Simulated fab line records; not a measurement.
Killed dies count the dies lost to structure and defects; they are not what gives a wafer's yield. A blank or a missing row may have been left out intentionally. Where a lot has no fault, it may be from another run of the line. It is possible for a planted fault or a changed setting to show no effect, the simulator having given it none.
Which tool did it? | flow sky130 | Sampling: 11 lots, 33 wafers, 7 of 708 route steps

## WHAT THE GAUGES SHOWED, per wafer
SKY_SONOS_ONO_OVL_MEAS_14. Usual: SONOS_ONO_OVL gives -1.2 nm (standard deviation 1.2).
lot  | measured     | on         | SONOS_ONO_OVL (nm) | flag
L718 | day 13 05:59 | overlay-02 | -0.5 0.0 -0.5      | 
L721 | day 14 07:46 | overlay-01 | -0.8 -0.6 0.0      | 
L727 | day 16 12:46 | overlay-01 | 0.5 1.9 0.6        | 
L728 | day 16 17:21 | overlay-02 | -1.2 -0.1 -0.5     | 
L731 | day 17 19:20 | overlay-01 | -0.4 -1.0 0.0      | 
L733 | day 18 09:52 | overlay-01 | -3.2 -1.8 -3.4     | 
L734 | day 18 13:12 | overlay-01 | -0.6 -1.5 -1.0     | 
L735 | day 18 23:39 | overlay-01 | -0.5 -4.3 -2.6     | 
L736 | day 19 15:45 | overlay-01 | -0.7 -0.7 -0.1     | 
L737 | day 19 19:39 | overlay-02 | -2.7 -0.9 -0.9     | 
L739 | day 20 17:19 | overlay-01 | -1.1 -2.5 -2.6     | 

SKY_LDD_P_CD_MEAS_07 targets a cd of 380 nm. Usual: cdNm reads 380.2 nm (standard deviation 2.9).
lot  | measured     | on       | cdNm (nm)         | flag
L718 | day 19 16:53 | cdSem-02 | 380.8 381.5 381.9 | 
L721 | day 20 21:45 | cdSem-02 | 373.9 376.4 375.8 | 
L727 | day 23 07:08 | cdSem-01 | - - -             | OFF
L728 | day 23 13:22 | cdSem-01 | - - -             | OFF
L731 | day 24 13:14 | cdSem-02 | 381.8 379.5 379.5 | 
L733 | day 25 07:09 | cdSem-02 | 379.6 379.5 380.9 | 
L734 | day 25 07:45 | cdSem-02 | 382.7 383.2 382.4 | 
L735 | day 25 14:57 | cdSem-02 | 379.7 376.7 380.6 | 
L736 | day 26 06:08 | cdSem-01 | 379.9 385.4 383.6 | 
L737 | day 26 12:09 | cdSem-01 | 378.7 377.3 379.6 | 
L739 | day 27 08:24 | cdSem-02 | 382.3 380.1 381.3 | 

SKY_LDD_HVN_TW_MEAS_10. Usual: LDD_HVN_TW gives 1440 (standard deviation 6.6).
lot  | measured     | on           | LDD_HVN_TW     | flag
L718 | day 20 23:14 | filmMetro-03 | 1420 1427 1435 | 
L721 | day 22 05:43 | filmMetro-03 | 1431 1435 1431 | 
L727 | day 24 13:23 | filmMetro-04 | 1482 1482 1486 | OFF
L728 | day 24 19:52 | filmMetro-03 | 1477 1479 1467 | OFF
L731 | day 25 19:02 | filmMetro-01 | 1442 1450 1443 | 
L733 | day 26 12:59 | filmMetro-03 | 1445 1443 1438 | 
L734 | day 26 13:31 | filmMetro-04 | 1442 1433 1433 | 
L735 | day 26 19:55 | filmMetro-01 | 1446 1440 1451 | 
L736 | day 27 11:07 | filmMetro-04 | 1451 1451 1444 | 
L737 | day 27 17:23 | filmMetro-01 | 1436 1441 1436 | 
L739 | day 28 13:18 | filmMetro-01 | 1429 1435 1437 | 

SKY_LDD_HVP_TW_MEAS_10. Usual: LDD_HVP_TW gives 457.0 (standard deviation 2.1).
lot  | measured     | on           | LDD_HVP_TW        | flag
L718 | day 22 06:10 | filmMetro-03 | 455.7 454.3 454.3 | 
L721 | day 23 11:49 | filmMetro-04 | 455.0 456.6 456.7 | 
L727 | day 25 18:20 | filmMetro-04 | 703.4 701.0 707.8 | OFF
L728 | day 26 00:26 | filmMetro-03 | 703.1 699.6 696.6 | OFF
L731 | day 26 23:44 | filmMetro-04 | 455.2 456.0 458.1 | 
L733 | day 27 17:53 | filmMetro-02 | 456.8 455.6 457.7 | 
L734 | day 27 19:07 | filmMetro-04 | 457.3 460.7 457.5 | 
L735 | day 28 00:42 | filmMetro-04 | 453.1 456.5 453.5 | 
L736 | day 28 15:40 | filmMetro-02 | 459.8 457.5 454.5 | 
L737 | day 28 22:16 | filmMetro-03 | 457.7 456.7 455.7 | 
L739 | day 29 18:48 | filmMetro-03 | 455.6 454.5 458.1 | 

SKY_LDD_LDN_OVL_MEAS_07. Usual: LDD_LDN_OVL gives -1.3 nm (standard deviation 1.2).
lot  | measured     | on         | LDD_LDN_OVL (nm) | flag
L718 | day 23 12:26 | overlay-01 | -3.7 -3.8 -3.9   | 
L721 | day 24 18:04 | overlay-01 | -0.9 -2.3 0.8    | 
L727 | day 26 22:32 | overlay-01 | -3.9 -2.6 -2.0   | 
L728 | day 27 05:05 | overlay-02 | -1.0 -1.4 0.3    | 
L731 | day 28 04:23 | overlay-01 | -1.5 -1.5 -1.1   | 
L733 | day 28 22:02 | overlay-02 | -2.3 0.5 -0.7    | 
L734 | day 28 23:16 | overlay-01 | -2.8 -3.4 -3.9   | 
L735 | day 29 04:44 | overlay-01 | -2.9 -1.7 -0.4   | 
L736 | day 29 19:44 | overlay-02 | 1.5 0.9 1.6      | 
L737 | day 30 02:59 | overlay-02 | -0.9 -0.9 -0.7   | 
L739 | day 30 22:50 | overlay-01 | -1.6 -1.3 0.7    | 

## TOOL THAT RAN EACH LOT (tool first, then ch and the chambers of the sampled wafers, then the start)
lot  | SKY_VT_ADJUST_LVTN_STRIP_09         | SKY_LDD_P_COAT_02
L718 | plasmaAsher-03 ch 0,1, day 7 08:13  | lithoTrack-02 ch 0, day 19 01:29
L721 | plasmaAsher-03 ch 0,1, day 8 00:53  | lithoTrack-02 ch 0, day 20 06:15
L727 | plasmaAsher-03 ch 0,1, day 9 20:16  | lithoTrack-02, day 22 15:59
L728 | plasmaAsher-01 ch 0,1, day 10 00:16 | lithoTrack-02, day 22 21:57
L731 | plasmaAsher-03 ch 0,1, day 10 22:23 | lithoTrack-03 ch 0, day 23 22:31
L733 | plasmaAsher-03 ch 0,1, day 11 09:10 | lithoTrack-02 ch 0, day 24 15:51
L734 | plasmaAsher-04 ch 0,1, day 11 14:17 | lithoTrack-02 ch 0, day 24 17:00
L735 | plasmaAsher-03 ch 0,1, day 11 22:58 | lithoTrack-02 ch 0, day 25 00:35
L736 | plasmaAsher-04 ch 0,1, day 12 10:22 | lithoTrack-01 ch 0, day 25 15:55
L737 | plasmaAsher-04 ch 0,1, day 12 13:55 | lithoTrack-03 ch 0, day 25 21:08
L739 | plasmaAsher-04 ch 0,1, day 13 08:45 | lithoTrack-03 ch 0, day 26 18:10
- SKY_VT_ADJUST_LVTN_STRIP_09: strips in O2/N2.
- SKY_LDD_P_COAT_02: resist thk 1140 nm.

## WHAT THE TOOLS THEMSELVES READ (means of the sampled wafers that have a number; where no wafer has one, the mark that the record gives instead)
SKY_VT_ADJUST_LVTN_STRIP_09. Usual: drypumpMotorCurrentA 6.0 A, standard deviation 0.5; oesProductAu 0.722 a.u., standard deviation 0.0044; stripTimeToEndpointS 36.91 s, standard deviation 0.11.
lot  | tool           | drypumpMotorCurrentA (A) | oesProductAu (a.u.) | stripTimeToEndpointS (s) | flag
L718 | plasmaAsher-03 | 6.1                      | 0.722               | 36.93                    | 
L721 | plasmaAsher-03 | 6.1                      | 0.723               | 37.01                    | 
L727 | plasmaAsher-03 | 6.1                      | 0.721               | 36.84                    | 
L728 | plasmaAsher-01 | 5.7                      | 0.720               | 37.08                    | 
L731 | plasmaAsher-03 | 6.5                      | 0.723               | 37.04                    | 
L733 | plasmaAsher-03 | 6.1                      | 0.719               | 36.78                    | 
L734 | plasmaAsher-04 | 5.5                      | 0.722               | 36.76                    | 
L735 | plasmaAsher-03 | 6.1                      | 0.717               | 37.04                    | 
L736 | plasmaAsher-04 | 5.7                      | 0.723               | 36.85                    | 
L737 | plasmaAsher-04 | 5.7                      | 0.718               | 36.92                    | 
L739 | plasmaAsher-04 | 5.7                      | 0.725               | 36.80                    | 

SKY_LDD_P_COAT_02. Usual: chillPlateTempC 23.00 C, standard deviation 0.11; dispensePressureKPa 51.5 kPa, standard deviation 1.9.
lot  | tool          | chillPlateTempC (C) | dispensePressureKPa (kPa) | flag
L718 | lithoTrack-02 | 22.96               | 51.4                      | 
L721 | lithoTrack-02 | 22.91               | 51.5                      | 
L727 | lithoTrack-02 | -                   | -                         | OFF
L728 | lithoTrack-02 | -                   | -                         | OFF
L731 | lithoTrack-03 | 23.09               | 49.8                      | 
L733 | lithoTrack-02 | 23.13               | 51.4                      | 
L734 | lithoTrack-02 | 23.04               | 51.4                      | 
L735 | lithoTrack-02 | 23.01               | 51.5                      | 
L736 | lithoTrack-01 | 23.06               | 54.5                      | 
L737 | lithoTrack-03 | 23.04               | 49.8                      | 
L739 | lithoTrack-03 | 22.98               | 49.8                      | 

## THE ANSWER, worked out from the rows above alone
Rule: a lot counts as off when the mean over its wafers that have a number is more than 3 standard deviations away from the usual mean. A lot without any number at a reading at which 4 lots or more have one is off too. All remaining lots with rows at the step are treated as sound. After the gauges, taken in route order, come the tools' own readings; for these a lot's mean is taken, as printed above. The first step at which some lot is off is used, and at that step the reading that is off furthest; a lot without a number counts as furthest.
Off: L727, L728 (SKY_LDD_P_CD_MEAS_07, cdNm). Without a number there: L727, L728.
A tool fits if, at a process step before that reading, it ran every lot that is off, and no sound lot after the first of them. The gauges at SKY_LDD_P_CD_MEAS_07 aren't tried: what is off there is off at SKY_LDD_HVN_TW_MEAS_10 too, on other tools, and a gauge's error can't cause that. Not one of the candidates tried fits.

## WHAT THE SIMULATOR HAD INSERTED
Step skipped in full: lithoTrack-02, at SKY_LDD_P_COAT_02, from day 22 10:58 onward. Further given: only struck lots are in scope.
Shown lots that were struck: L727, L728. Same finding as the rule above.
